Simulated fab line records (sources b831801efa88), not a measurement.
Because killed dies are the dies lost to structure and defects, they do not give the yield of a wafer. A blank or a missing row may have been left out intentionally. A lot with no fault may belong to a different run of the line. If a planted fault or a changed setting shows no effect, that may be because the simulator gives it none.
fab line records	flow sky130
record lots=6	wafers=17	last_day=50
route steps=708 shown CONTACT@424 METAL1@434 PAD_OPEN@708
lots that met no fault: from a run of the same line without faults
start_h: the number of hours between the record's first day and the start of the first shown wafer of the lot	wait_h: hours from the lot's prior step to this one	" as in the row above	L1.1+2: one row covering several wafers at once	- no value, or no start given	* or withheld: withheld	< > ~ a bound
route shown NAME@n: a module of which the file shows steps, and the number in the route of the first	usual: mean/standard deviation of fault-free wafers	same: alike in all rows	chamber/n: place in a boat	sites: the reading at each site	_std_site: their standard deviation	_edge_site: mean of outer sites minus mean of inner sites	radius_mm: for every site, how far away it sits from the centre of the wafer	mask NAME#n: copy n	behind: tool/chamber where the wafer was last shaped	hold: why the lot went on hold/how many hours it stayed there/how the hold came to an end	device: the n, p or np transistor that did not switch	end of line: tests run on the same wafers once the route is complete	step lacking rows: just its recipe	killed: at the first sort, the dies lost to defects and structure; wafer yield is something else	map: a wafer's dies, marking killed ones x, the rest . and places with no die _
set.NAME: the setting the step ran with; set.NAME@STEP: the setting that earlier step ran with	model.NAME: the simulator's own value behind a step, which no gauge read
lots at selected steps of the route; one table per step, one row per wafer
services: a tool's chamber out of use, with start hour (start_h, from the record's first day; less than 0 if before it), hours out, and reason
## steps
# step SKY_CONTACT_ETCH_18
# recipe target=Si3N4	chemistry=CHF3/O2	stop_on=TiN	source_w=600	bias_w=200	pressure_mtorr=40	chf3_flow_sccm=50	O2_flow_sccm=5	time_s=39	target_depth_a=750
# step SKY_CONTACT_STRIP_19
# recipe chemistry=O2/N2	power_w=1400	pressure_mtorr=1500	platen_temp_c=withheld	o2_flow_sccm=3000	n2_flow_sccm=300	overash_fraction=0.5
# step SKY_CONTACT_STRIP_20
# recipe chemistry=post_etch_residue_remover	time_s=1200	temp_c=72.5
# step SKY_CONTACT_CLEAN_21
# recipe chemistry=IPA	time_s=180	temp_c=25
# step SKY_CONTACT_CLEAN_22
# recipe chemistry=O3/DIW	dry=n2_spin
# step SKY_CONTACT_SPUTTER_23
# recipe material=TiN	target_thk_nm=20	chamber_pressure_pa=5	power_w=4000	time_s=80
# usual throttle_valve_pct=30.1/1.2
lot.wafer	tool	chamber	start_h	wait_h	throttle_valve_pct
L921.2	pvd_sputter-02	-	777.01	0.0	30.8
L921.4	"	-	"	"	29.1
L921.5	"	-	"	"	32.4
L930.3	pvd_sputter-02	-	835.93	0.0	28.9
L930.4	"	-	"	"	32.3
L930.5	"	-	"	"	28.5
L934.3	pvd_sputter-03	-	869.39	0.0	29.5
L934.5	"	-	"	"	28.5
L938.2	pvd_sputter-04	-	891.02	0.0	30.8
L938.3	"	-	"	"	28.8
L938.6	"	-	"	"	30.7
L941.2	pvd_sputter-03	-	906.08	0.0	31.6
L941.3	"	-	"	"	29.4
L941.5	"	-	"	"	28.6
L940.1	pvd_sputter-02	-	908.49	0.0	28.7
L940.2	"	-	"	"	28.2
L940.6	"	-	"	"	29.0
# step SKY_CONTACT_CVD_24
# recipe material=W	target_thk_nm=340	time_s=102.12	temp_c=400	pressure_torr=40
# step SKY_CONTACT_RS_MEAS_25
# recipe thk_meas_gauge=four-point-probe	reads=W_of_CONTACT_CVD_24+TiN_of_CONTACT_SPUTTER_23
# usual CONTACT_W_RS=0.342/0.0061
lot.wafer	tool	chamber	start_h	wait_h	CONTACT_W_RS[ohm/sq]
L921.2	film_metro-01	-	777.20	0.1	0.331
L921.4	"	-	"	"	0.348
L921.5	"	-	"	"	0.332
L930.3	film_metro-04	-	836.15	0.1	0.337
L930.4	"	-	"	"	0.350
L930.5	"	-	"	"	0.342
L934.3	film_metro-03	-	869.61	0.1	0.345
L934.5	"	-	"	"	0.352
L938.2	film_metro-04	-	891.21	0.1	0.337
L938.3	"	-	"	"	0.341
L938.6	"	-	"	"	0.336
L941.2	film_metro-01	-	906.28	0.1	0.339
L941.3	"	-	"	"	0.337
L941.5	"	-	"	"	0.334
L940.1	film_metro-01	-	908.66	0.1	0.337
L940.2	"	-	"	"	0.334
L940.6	"	-	"	"	0.334
# step SKY_CONTACT_THK_MEAS_26
# recipe thk_meas_gauge=xrf	reads=W_of_CONTACT_CVD_24
# usual CONTACT_W_THK=343/6.6
lot.wafer	tool	chamber	start_h	wait_h	CONTACT_W_THK[nm]
L921.2	film_metro-01	-	777.31	0.1	354
L921.4	"	-	"	"	339
L921.5	"	-	"	"	355
L930.3	film_metro-04	-	836.25	0.1	346
L930.4	"	-	"	"	335
L930.5	"	-	"	"	343
L934.3	film_metro-03	-	869.71	0.1	341
L934.5	"	-	"	"	333
L938.2	film_metro-04	-	891.32	0.1	352
L938.3	"	-	"	"	346
L938.6	"	-	"	"	353
L941.2	film_metro-01	-	906.39	0.1	346
L941.3	"	-	"	"	346
L941.5	"	-	"	"	351
L940.1	film_metro-01	-	908.78	0.1	346
L940.2	"	-	"	"	350
L940.6	"	-	"	"	349
# step SKY_CONTACT_CMP_27
# recipe stop_on=SiO2	t_overpolish_s=15	down_force_psi=3.5	platen_rpm=60	target_thk_nm=0	pad_velocity_m_s=0.94248
# step SKY_METAL1_SPUTTER_00
# recipe material=Ti	target_thk_nm=15	power_w=3000	time_s=10	chamber_pressure_pa=0.4
# step SKY_METAL1_SPUTTER_01
# recipe material=TiN	target_thk_nm=20	power_w=6500	time_s=16.7	chamber_pressure_pa=0.4
# step SKY_METAL1_SPUTTER_02
# recipe material=AlCu	target_thk_nm=250	power_w=10600	time_s=13.3	chamber_pressure_pa=0.4
# usual throttle_valve_pct=29.9/1
lot.wafer	tool	chamber	start_h	wait_h	throttle_valve_pct	model.AlCu_of_METAL1_SPUTTER_02.thk_nm
L921.2	pvd_sputter-04	-	777.71	0.0	30.7	245.2
L921.4	"	-	"	"	28.9	251.1
L921.5	"	-	"	"	29.1	249.5
L930.3	pvd_sputter-03	-	836.63	0.0	31.6	246
L930.4	"	-	"	"	30.4	244.9
L930.5	"	-	"	"	31.5	246.8
L934.3	pvd_sputter-03	-	870.09	0.0	30.6	236.5
L934.5	"	-	"	"	30.6	247.4
L938.2	pvd_sputter-03	-	891.74	0.0	30.5	247.2
L938.3	"	-	"	"	28.4	237.1
L938.6	"	-	"	"	31.7	235.3
L941.2	pvd_sputter-04	-	906.78	0.0	28.9	250.4
L941.3	"	-	"	"	30.3	250.6
L941.5	"	-	"	"	30.0	250.9
L940.1	pvd_sputter-01	-	909.19	0.0	28.9	247.2
L940.2	"	-	"	"	30.3	248.7
L940.6	"	-	"	"	29.0	248.8
# step SKY_METAL1_SPUTTER_03
# recipe material=Ti	target_thk_nm=5	power_w=3000	time_s=3.3	chamber_pressure_pa=0.4
# step SKY_METAL1_SPUTTER_04
# recipe material=TiN	target_thk_nm=70	power_w=6500	time_s=58.3	chamber_pressure_pa=0.4
# usual throttle_valve_pct=29.9/1.1
lot.wafer	tool	chamber	start_h	wait_h	throttle_valve_pct
L921.2	pvd_sputter-04	-	777.75	0.0	30.7
L921.4	"	-	"	"	28.9
L921.5	"	-	"	"	28.8
L930.3	pvd_sputter-03	-	836.68	0.0	31.4
L930.4	"	-	"	"	30.5
L930.5	"	-	"	"	31.8
L934.3	pvd_sputter-03	-	870.14	0.0	30.6
L934.5	"	-	"	"	30.8
L938.2	pvd_sputter-03	-	891.78	0.0	30.5
L938.3	"	-	"	"	28.5
L938.6	"	-	"	"	32.1
L941.2	pvd_sputter-04	-	906.83	0.0	29.1
L941.3	"	-	"	"	30.4
L941.5	"	-	"	"	30.1
L940.1	pvd_sputter-01	-	909.23	0.0	28.7
L940.2	"	-	"	"	30.2
L940.6	"	-	"	"	28.9
# step SKY_METAL1_RS_MEAS_05
# recipe thk_meas_gauge=four-point-probe	reads=TiN_of_METAL1_SPUTTER_04+Ti_of_METAL1_SPUTTER_03+AlCu_of_METAL1_SPUTTER_02+TiN_of_METAL1_SPUTTER_01+Ti_of_METAL1_SPUTTER_00
# usual METAL1_ALCU_RS=0.1272/0.0015
lot.wafer	tool	chamber	start_h	wait_h	hold	METAL1_ALCU_RS[ohm/sq]
L921.2	film_metro-04	-	777.82	0.0	-	0.1293
L921.4	"	-	"	"	-	0.1263
L921.5	"	-	"	"	-	0.1272
L930.3	film_metro-03	-	836.77	0.1	-	0.1291
L930.4	"	-	"	"	-	0.1293
L930.5	"	-	"	"	-	0.1283
L934.3	film_metro-03	-	870.22	0.1	await_dispo/0.2h/release	0.1340
L934.5	"	-	"	"	await_dispo/0.2h/release	0.1282
L934.3	film_metro-03	-	870.55	0.3	-	0.1342
L934.5	"	-	"	"	-	0.1280
L938.2	film_metro-03	-	891.85	0.0	await_dispo/0.2h/release	0.1281
L938.3	"	-	"	"	await_dispo/0.2h/release	0.1334
L938.6	"	-	"	"	await_dispo/0.2h/release	0.1350
L938.2	film_metro-03	-	892.14	0.3	-	0.1283
L938.3	"	-	"	"	-	0.1337
L938.6	"	-	"	"	-	0.1350
L941.2	film_metro-04	-	906.90	0.0	-	0.1267
L941.3	"	-	"	"	-	0.1268
L941.5	"	-	"	"	-	0.1266
L940.1	film_metro-02	-	909.28	0.0	-	0.1281
L940.2	"	-	"	"	-	0.1271
L940.6	"	-	"	"	-	0.1271
# step SKY_METAL1_THK_MEAS_06
# recipe thk_meas_gauge=xrf	reads=AlCu_of_METAL1_SPUTTER_02
# usual METAL1_ALCU_THK=248/3.3
lot.wafer	tool	chamber	start_h	wait_h	hold	METAL1_ALCU_THK[nm]
L921.2	film_metro-04	-	777.93	0.1	-	243
L921.4	"	-	"	"	-	251
L921.5	"	-	"	"	-	249
L930.3	film_metro-03	-	836.87	0.1	-	246
L930.4	"	-	"	"	-	244
L930.5	"	-	"	"	-	243
L934.3	film_metro-03	-	872.46	1.9	await_dispo/0.2h/release	235
L934.5	"	-	"	"	await_dispo/0.2h/release	246
L934.3	film_metro-03	-	872.76	0.3	-	237
L934.5	"	-	"	"	-	245
L938.2	film_metro-03	-	898.65	6.5	await_dispo/0.2h/release	247
L938.3	"	-	"	"	await_dispo/0.2h/release	239
L938.6	"	-	"	"	await_dispo/0.2h/release	237
L938.2	film_metro-03	-	898.88	0.2	-	247
L938.3	"	-	"	"	-	237
L938.6	"	-	"	"	-	235
L941.2	film_metro-04	-	907.01	0.1	-	248
L941.3	"	-	"	"	-	251
L941.5	"	-	"	"	-	248
L940.1	film_metro-02	-	909.40	0.1	-	249
L940.2	"	-	"	"	-	251
L940.6	"	-	"	"	-	251
# step SKY_METAL1_HMDS_08
# recipe prime_time_s=60	prime_temp_c=120
# step SKY_METAL1_COAT_09
# recipe resist=BARC	temp_c=withheld	time_s=withheld	spin_rpm=3000	resist_thk_nm=60
# step SKY_METAL1_COAT_10
# recipe resist=KrF-thick	spin_rpm=3000	resist_thk_nm=450
# step SKY_METAL1_SOFTBAKE_11
# recipe temp_c=100	time_s=90	resist=KrF-thick
# step SKY_METAL1_EXPOSE_12
# recipe mask_id=MM1	na=0.8	source_shape=annular	sigma_inner=0.55	sigma_outer=0.85	target_cd_nm=140	dose_mj=28
# step SKY_METAL1_PEB_13
# recipe peb_temp_c=withheld	peb_time_s=withheld	resist=KrF-thick
# step SKY_METAL1_DEVELOP_14
# recipe develop_time_s=60	resist=KrF-thick	dev_temp_c=21
# step SKY_METAL1_CD_MEAS_15
# recipe target_cd_nm=140
# usual cd_nm=140.1/1.6
lot.wafer	tool	chamber	start_h	wait_h	cd_nm
L921.2	cd_sem-02	-	804.55	-	141.4
L921.4	"	-	"	"	142.1
L921.5	"	-	"	"	141.7
L930.3	cd_sem-02	-	863.17	-	142.8
L930.4	"	-	"	"	143.1
L930.5	"	-	"	"	142.7
L934.3	cd_sem-02	-	896.19	-	141.3
L934.5	"	-	"	"	141.5
L938.2	cd_sem-02	-	916.72	-	140.3
L938.3	"	-	"	"	140.3
L938.6	"	-	"	"	139.8
L941.2	cd_sem-02	-	932.05	-	140.9
L941.3	"	-	"	"	141.6
L941.5	"	-	"	"	140.9
L940.1	cd_sem-02	-	934.25	-	141.5
L940.2	"	-	"	"	140.9
L940.6	"	-	"	"	142.8
# step SKY_METAL1_OVL_MEAS_16
# usual METAL1_OVL=-3/5.2
lot.wafer	tool	chamber	start_h	wait_h	METAL1_OVL[nm]
L921.2	overlay-01	-	804.65	0.1	-4
L921.4	"	-	"	"	-4
L921.5	"	-	"	"	-9
L930.3	overlay-02	-	863.26	0.1	-5
L930.4	"	-	"	"	-2
L930.5	"	-	"	"	-7
L934.3	overlay-01	-	896.29	0.1	-5
L934.5	"	-	"	"	-5
L938.2	overlay-01	-	916.83	0.1	1
L938.3	"	-	"	"	-1
L938.6	"	-	"	"	2
L941.2	overlay-01	-	932.16	0.1	-4
L941.3	"	-	"	"	-12
L941.5	"	-	"	"	-7
L940.1	overlay-02	-	934.37	0.1	-2
L940.2	"	-	"	"	5
L940.6	"	-	"	"	7
# step SKY_METAL1_DESCUM_17
# recipe chemistry=O2	source_power_w=150	bias_power_w=0	pressure_mtorr=10	temp_c=40	time_s=8
# usual drypump_motor_current_A=5.5/0.39	oes_product_au=1.003/0.013	temp_c=40.03/0.11
lot.wafer	tool	chamber	start_h	wait_h	drypump_motor_current_A	oes_product_au	rf_hours_counter_h	temp_c
L921.2	rie_metal-02	0	804.68	0.0	5.8	1.037	4	40.02
L921.4	"	0	"	"	5.8	1.023	-	40.07
L921.5	"	1	"	"	5.0	1.019	-	39.96
L930.3	rie_metal-03	0	863.30	0.0	5.9	1.009	-	39.99
L930.4	"	1	"	"	5.7	0.972	-	40.13
L930.5	"	0	"	"	5.9	1.007	-	40.07
L934.3	rie_metal-02	0	896.32	0.0	5.8	1.013	-	40.03
L934.5	"	0	"	"	5.8	1.012	-	40.14
L938.2	rie_metal-01	1	916.87	0.0	4.9	0.994	-	40.16
L938.3	"	1	"	"	5.0	0.992	-	40.22
L938.6	"	1	"	"	5.0	1.003	-	40.17
L941.2	rie_metal-01	0	932.19	0.0	5.9	1.004	0	40.05
L941.3	"	0	"	"	5.9	1.010	-	40.22
L941.5	"	0	"	"	5.9	1.011	-	39.98
L940.1	rie_metal-02	0	934.41	0.0	5.8	1.027	9	39.95
L940.2	"	1	"	"	5.0	1.011	12	39.85
L940.6	"	1	"	"	5.0	1.020	-	39.91
# step SKY_METAL1_ETCH_18
# recipe chemistry=N2/H2	target=BARC	ion_energy_ev=200	bias_w=100	pressure_mtorr=30	n2_flow_sccm=100	h2_flow_sccm=200	icp_w=500	stop_on=SiO2	time_s=45.9	target_depth_a=600
# usual drypump_motor_current_A=5.5/0.39	oes_product_au=0.854/0.0048	throttle_valve_pct=13.223/0.0091
lot.wafer	tool	chamber	start_h	wait_h	drypump_motor_current_A	oes_product_au	rf_hours_counter_h	throttle_valve_pct
L921.2	rie_metal-02	0	804.72	0.0	5.8	0.861	4	13.229
L921.4	"	0	"	"	5.8	0.851	-	13.218
L921.5	"	1	"	"	5.0	0.856	-	13.217
L930.3	rie_metal-03	0	863.34	0.0	5.9	0.860	-	13.218
L930.4	"	1	"	"	5.6	0.852	-	13.220
L930.5	"	0	"	"	5.9	0.845	-	13.234
L934.3	rie_metal-02	0	896.36	0.0	5.8	0.854	-	13.236
L934.5	"	0	"	"	5.8	0.862	-	13.244
L938.2	rie_metal-01	1	916.95	0.1	5.0	0.848	-	13.223
L938.3	"	1	"	"	5.0	0.849	-	13.210
L938.6	"	1	"	"	5.0	0.854	-	13.219
L941.2	rie_metal-01	0	932.22	0.0	5.9	0.858	0	13.220
L941.3	"	0	"	"	5.9	0.861	-	13.227
L941.5	"	0	"	"	5.9	0.852	-	13.194
L940.1	rie_metal-02	0	934.44	0.0	5.8	0.849	9	13.221
L940.2	"	1	"	"	5.0	0.858	12	13.228
L940.6	"	1	"	"	5.0	0.865	-	13.218
# step SKY_METAL1_METAL_ETCH_19
# recipe target_depth_a=3600	stop_on=SiO2	over_etch_frac=0.3	time_s=78	chemistry=Cl2/BCl3	resist_sidewall_deg=88	pressure_mtorr=10	icp_w=900	bias_w=48.5	Cl2_flow_sccm=60	bcl3_flow_sccm=30
# usual drypump_motor_current_A=5.5/0.39	oes_product_au=0.852/0.0061	throttle_valve_pct=22.263/0.0096
# same over_etch_frac=0.3
lot.wafer	tool	chamber	start_h	wait_h	drypump_motor_current_A	oes_product_au	rf_hours_counter_h	throttle_valve_pct	model.METAL1.feature_depth_nm	model.etch.depth_nm
L921.2	rie_metal-02	0	804.78	0.0	5.8	0.846	4	22.243	353.7	353.7
L921.4	"	0	"	"	5.8	0.850	-	22.253	360.4	360.4
L921.5	"	1	"	"	5.0	0.848	-	22.276	359.3	359.3
L930.3	rie_metal-03	0	863.41	0.1	5.9	0.845	-	22.273	355.1	355.1
L930.4	"	1	"	"	5.6	0.845	-	22.234	354.1	354.1
L930.5	"	0	"	"	5.9	0.852	-	22.273	356.6	356.6
L934.3	rie_metal-02	0	896.44	0.1	5.8	0.858	-	22.253	365.6	365.6
L934.5	"	0	"	"	5.8	0.853	-	22.254	356.4	356.4
L938.2	rie_metal-01	1	917.08	0.1	5.0	0.848	-	22.261	356.3	356.3
L938.3	"	1	"	"	5.0	0.861	-	22.251	365.8	365.8
L938.6	"	1	"	"	5.0	0.859	-	22.257	363.3	363.3
L941.2	rie_metal-01	0	932.28	0.0	5.9	0.856	0	22.265	360.1	360.1
L941.3	"	0	"	"	5.9	0.856	-	22.260	358.6	358.6
L941.5	"	0	"	"	5.9	0.853	-	22.276	358.8	358.8
L940.1	rie_metal-02	0	934.51	0.0	5.8	0.855	9	22.282	356.7	356.7
L940.2	"	1	"	"	5.0	0.851	12	22.261	358.9	358.9
L940.6	"	1	"	"	5.0	0.856	-	22.254	358.7	358.7
# step SKY_METAL1_STRIP_20
# recipe chemistry=O2/N2	power_w=1400	pressure_mtorr=1500	platen_temp_c=withheld	o2_flow_sccm=3000	n2_flow_sccm=300	overash_fraction=0.5
# usual drypump_motor_current_A=5.9/0.41	oes_product_au=0.342/0.0049	strip_time_to_endpoint_s=2.68/0.066
lot.wafer	tool	chamber	start_h	wait_h	drypump_motor_current_A	oes_product_au	rf_hours_counter_h	strip_time_to_endpoint_s
L921.2	plasma_asher-03	1	804.87	0.1	5.6	0.341	33	2.62
L921.4	"	0	"	"	6.1	0.343	-	2.60
L921.5	"	1	"	"	5.6	0.347	-	2.66
L930.3	plasma_asher-04	0	863.50	0.1	6.6	0.341	-	2.65
L930.4	"	1	"	"	5.4	0.348	-	2.81
L930.5	"	0	"	"	6.6	0.341	-	2.68
L934.3	plasma_asher-01	1	896.53	0.1	5.9	0.340	-	2.59
L934.5	"	0	"	"	5.7	0.340	-	2.57
L938.2	plasma_asher-03	1	917.23	0.1	5.6	0.345	43	2.76
L938.3	"	1	"	"	5.6	0.340	-	2.71
L938.6	"	0	"	"	6.0	0.341	-	2.75
L941.2	plasma_asher-03	0	932.37	0.1	6.0	0.349	44	2.64
L941.3	"	0	"	"	6.0	0.349	-	2.64
L941.5	"	1	"	"	5.6	0.345	-	2.65
L940.1	plasma_asher-03	1	934.60	0.1	5.6	0.341	45	2.60
L940.2	"	0	"	"	6.1	0.333	45	2.62
L940.6	"	1	"	"	5.6	0.342	-	2.63
# step SKY_PAD_OPEN_PROBE_99
# usual defect_limited_yield=82.5/2	killed_at_M0_to_M3=44/7.7	killed_at_M4_up=3.0/1.9	killed_at_contacts=25/5.6	killed_at_front_end=15/4.6	killed_at_other=0.3/0.47	killed_dies=86/9.9	killed_open=47/7.4	killed_short=39/5.9	sort_bin_3_pad_short=0.8/0.37	sort_bin_5_function=10.4/1.5	sort_bin_6_memory=6.3/1	sort_n_pass=406/9.9	sort_yield_pct=82.5/2
# same gross_dies=492	killed_at_back_side=0	sort_bin_4_leakage[%]=0	sort_bin_8_speed[%]=0
lot.wafer	tool	chamber	start_h	wait_h	defect_limited_yield[%]	killed_at_M0_to_M3	killed_at_M4_up	killed_at_contacts	killed_at_front_end	killed_at_other	killed_dies	killed_open	killed_short	sort_bin_3_pad_short[%]	sort_bin_5_function[%]	sort_bin_6_memory[%]	sort_n_pass	sort_yield_pct[%]	model.etest.met1.line_ohm_um	model.etest.met1.rs_ohm_sq
L921.2	prober-02	-	1109.17	0.1	84.3	34	5	24	13	1	77	38	39	0.6	10.6	4.5	415	84.3	0.9124	0.1298
L921.4	prober-02	-	1109.27	0.2	76.2	72	6	17	22	0	117	66	51	0.8	14.2	8.7	375	76.2	0.8785	0.1267
L921.5	prober-02	-	1109.32	0.2	79.5	61	2	24	14	0	101	63	38	1.8	11.6	7.1	391	79.5	0.9016	0.1299
L930.3	prober-01	-	1153.66	0.2	82.7	44	3	26	12	0	85	48	37	0.6	8.9	7.7	407	82.7	0.9105	0.13
L930.4	prober-01	-	1153.71	0.2	80.9	43	3	25	23	0	94	48	46	1.0	11.2	6.9	398	80.9	0.9378	0.1309
L930.5	prober-01	-	1153.76	0.2	83.3	37	2	26	17	0	82	43	39	1.2	9.8	5.7	410	83.3	0.9595	0.13
L934.3	prober-02	-	1176.53	0.2	83.3	44	2	19	17	0	82	42	40	0.6	9.3	6.7	410	83.3	0.9289	0.1358
L934.5	prober-02	-	1176.63	0.2	83.9	33	0	32	14	0	79	41	38	1.0	8.7	6.3	413	83.9	0.8732	0.1283
L938.2	prober-02	-	1189.96	0.1	81.7	39	2	36	13	0	90	43	47	0.8	10.6	6.9	402	81.7	0.9378	0.1285
L938.3	prober-02	-	1190.01	0.2	81.3	44	4	22	22	0	92	51	41	1.4	10.4	6.9	400	81.3	1.014	0.1357
L938.6	prober-02	-	1190.16	0.2	83.5	36	5	27	12	1	81	38	43	0.6	10.0	5.9	411	83.5	0.9995	0.1374
L941.2	prober-01	-	1197.62	0.1	82.3	39	4	26	18	0	87	43	44	2.0	9.3	6.3	405	82.3	0.9429	0.1287
L941.3	prober-01	-	1197.67	0.2	82.9	46	1	16	20	1	84	41	43	0.8	9.6	6.7	408	82.9	0.9248	0.1284
L941.5	prober-01	-	1197.77	0.2	84.8	37	3	16	19	0	75	39	36	0.4	8.7	6.1	417	84.8	0.9103	0.1271
L940.1	prober-02	-	1199.07	0.1	81.5	49	1	21	19	1	91	55	36	0.8	11.6	6.1	401	81.5	0.8619	0.1306
L940.2	prober-02	-	1199.12	0.1	86.0	40	4	15	10	0	69	31	38	1.2	7.7	5.1	423	86.0	0.9005	0.1294
L940.6	prober-02	-	1199.32	0.2	88.0	26	5	14	14	0	59	33	26	0.6	6.5	4.9	433	88.0	0.9065	0.1289
# killed by level:class
L921.2 VIA2:geometric_particle:open=12 CONTACT:geometric_particle:open=7 LOCAL_INTERCONNECT:geometric_particle:short=6 LI_CONTACT:geometric_particle:open=5 METAL1:geometric_particle:short=5 METAL4:geometric_particle:short=5 VIA1:geometric_particle:short=4 METAL2:geometric_particle:short=4
L921.4 VIA2:geometric_particle:open=14 METAL1:geometric_particle:short=13 VIA1:geometric_particle:open=11 METAL2:geometric_particle:short=10 VIA3:geometric_particle:open=8 LI_CONTACT:geometric_particle:open=7 FIELD_ISO:geometric_particle:short=6 FIELD_ISO:geometric_particle:open=6
L921.5 VIA1:geometric_particle:open=16 VIA2:geometric_particle:open=12 LI_CONTACT:geometric_particle:open=10 METAL2:geometric_particle:short=8 CONTACT:geometric_particle:open=7 VIA1:geometric_particle:short=6 METAL1:geometric_particle:short=6 POLY_GATE:geometric_particle:open=5
L930.3 VIA3:geometric_particle:open=12 LI_CONTACT:geometric_particle:open=9 VIA1:geometric_particle:open=9 CONTACT:geometric_particle:open=6 VIA1:geometric_particle:short=6 LOCAL_INTERCONNECT:geometric_particle:short=5 CONTACT:geometric_particle:short=4 METAL1:geometric_particle:short=4
L930.4 VIA1:geometric_particle:open=10 CONTACT:geometric_particle:open=9 VIA3:geometric_particle:open=9 VIA1:geometric_particle:short=7 FIELD_ISO:geometric_particle:open=6 CONTACT:geometric_particle:short=6 POLY_GATE:geometric_particle:short=5 SPACER:geometric_particle:short=5
L930.5 VIA1:geometric_particle:open=10 CONTACT:geometric_particle:open=9 LI_CONTACT:geometric_particle:open=6 METAL2:geometric_particle:short=5 LI_CONTACT:geometric_particle:short=4 VIA1:geometric_particle:short=4 CONTACT:geometric_particle:short=4 METAL1:geometric_particle:short=4
L934.3 VIA2:geometric_particle:open=9 FIELD_ISO:geometric_particle:open=8 VIA1:geometric_particle:short=6 VIA1:geometric_particle:open=6 FIELD_ISO:geometric_particle:short=5 LI_CONTACT:geometric_particle:open=5 LOCAL_INTERCONNECT:geometric_particle:short=5 VIA3:geometric_particle:open=5
L934.5 CONTACT:geometric_particle:open=12 VIA2:geometric_particle:open=9 LI_CONTACT:geometric_particle:open=8 VIA1:geometric_particle:open=6 FIELD_ISO:geometric_particle:short=5 LOCAL_INTERCONNECT:geometric_particle:short=5 VIA3:geometric_particle:open=4 CONTACT:geometric_particle:short=4
L938.2 CONTACT:geometric_particle:open=12 CONTACT:geometric_particle:short=9 VIA2:geometric_particle:open=7 LI_CONTACT:geometric_particle:open=6 VIA3:geometric_particle:open=6 FIELD_ISO:geometric_particle:short=5 LOCAL_INTERCONNECT:geometric_particle:short=5 VIA1:geometric_particle:open=5
L938.3 VIA1:geometric_particle:open=11 FIELD_ISO:geometric_particle:open=7 VIA2:geometric_particle:open=7 CONTACT:geometric_particle:open=6 LI_CONTACT:geometric_particle:open=6 POLY_GATE:geometric_particle:open=5 CONTACT:geometric_particle:short=5 METAL1:geometric_particle:short=5
L938.6 CONTACT:geometric_particle:open=9 METAL1:geometric_particle:short=6 LI_CONTACT:geometric_particle:open=5 CONTACT:geometric_particle:short=5 VIA2:geometric_particle:open=5 METAL4:geometric_particle:short=5 VIA3:geometric_particle:open=4 LI_CONTACT:geometric_particle:short=4
L941.2 VIA1:geometric_particle:open=11 LI_CONTACT:geometric_particle:open=9 FIELD_ISO:geometric_particle:short=8 CONTACT:geometric_particle:open=6 VIA1:geometric_particle:short=6 POLY_GATE:geometric_particle:open=5 VIA3:geometric_particle:open=5 LI_CONTACT:geometric_particle:short=5
L941.3 VIA1:geometric_particle:open=12 POLY_GATE:geometric_particle:short=7 VIA3:geometric_particle:open=7 FIELD_ISO:geometric_particle:short=5 CONTACT:geometric_particle:open=5 VIA2:geometric_particle:open=5 LI_CONTACT:geometric_particle:short=4 VIA1:geometric_particle:short=4
L941.5 METAL2:geometric_particle:short=7 VIA2:geometric_particle:open=7 LI_CONTACT:geometric_particle:open=6 POLY_GATE:geometric_particle:open=5 POLY_GATE:geometric_particle:short=5 VIA1:geometric_particle:open=5 VIA3:geometric_particle:open=5 CONTACT:geometric_particle:open=4
L940.1 VIA1:geometric_particle:open=12 METAL2:geometric_particle:short=8 CONTACT:geometric_particle:open=7 METAL3:geometric_particle:short=5 VIA1:geometric_particle:short=5 VIA2:geometric_particle:open=5 VIA3:geometric_particle:open=5 FIELD_ISO:geometric_particle:open=4
L940.2 VIA2:geometric_particle:open=7 POLY_GATE:geometric_particle:short=6 METAL1:geometric_particle:short=5 CONTACT:geometric_particle:open=5 VIA1:geometric_particle:open=5 METAL3:geometric_particle:short=5 VIA1:geometric_particle:short=4 METAL2:geometric_particle:short=4
L940.6 VIA1:geometric_particle:open=8 LI_CONTACT:geometric_particle:open=6 VIA1:geometric_particle:short=6 CONTACT:geometric_particle:short=4 POLY_GATE:geometric_particle:short=3 SPACER:geometric_particle:open=3 VIA3:geometric_particle:open=3 METAL4:geometric_particle:open=3
## services
tool	chamber	start_h	hours	kind
rie_metal-02	-	753.57	28.1	pm
pvd_sputter-03	-	786.56	1.9	repair
plasma_asher-01	-	796.90	1.2	repair
pvd_sputter-03	-	797.75	1.2	repair
rie_metal-01	1	828.53	4.4	repair
rie_metal-01	1	844.19	2.4	repair
plasma_asher-03	-	857.92	4.0	repair
pvd_sputter-01	-	868.54	2.8	repair
rie_metal-03	-	870.39	2.8	pm
plasma_asher-03	-	874.41	15.6	pm
rie_metal-02	-	895.91	0.3	repair
rie_metal-03	0	895.96	-	clean
rie_metal-03	0	895.96	18.7	scheduled_down
rie_metal-03	0	895.96	18.7	vent_cycle
rie_metal-01	0	904.23	-	clean
rie_metal-01	0	904.23	21.7	scheduled_down
rie_metal-01	0	904.23	21.7	vent_cycle
pvd_sputter-04	-	925.24	1.1	repair
## key
first_sign step=SKY_METAL1_RS_MEAS_05	reading=visit	direction=added
effect step=SKY_METAL1_RS_MEAS_05	reading=METAL1_ALCU_RS	direction=up	sigmas=4.7	usual=0.1272	struck=0.1342
effect step=SKY_METAL1_THK_MEAS_06	reading=visit	direction=added
model_effect step=SKY_METAL1_SPUTTER_02	value=AlCu_of_METAL1_SPUTTER_02.thk_nm	without=247.8	struck=236.3
model_effect step=SKY_METAL1_METAL_ETCH_19	value=METAL1.feature_depth_nm	without=356.7	struck=364.9
model_effect step=SKY_PAD_OPEN_PROBE_99	value=etest.met1.line_ohm_um	without=0.9335	struck=0.9808
met_at SKY_METAL1_SPUTTER_02
struck_wafers L934.3,L938.3,L938.6
onset_between 836.63 870.09
fault kind=process_parameter_drift	tool=pvd_sputter-03	chamber=-	onset_h=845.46	steps=SKY_METAL1_SPUTTER_02	channel=time_s	offset=*	shape=step	end_h=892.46	scope=struck_wafers_only	acts_in=*	stated=*
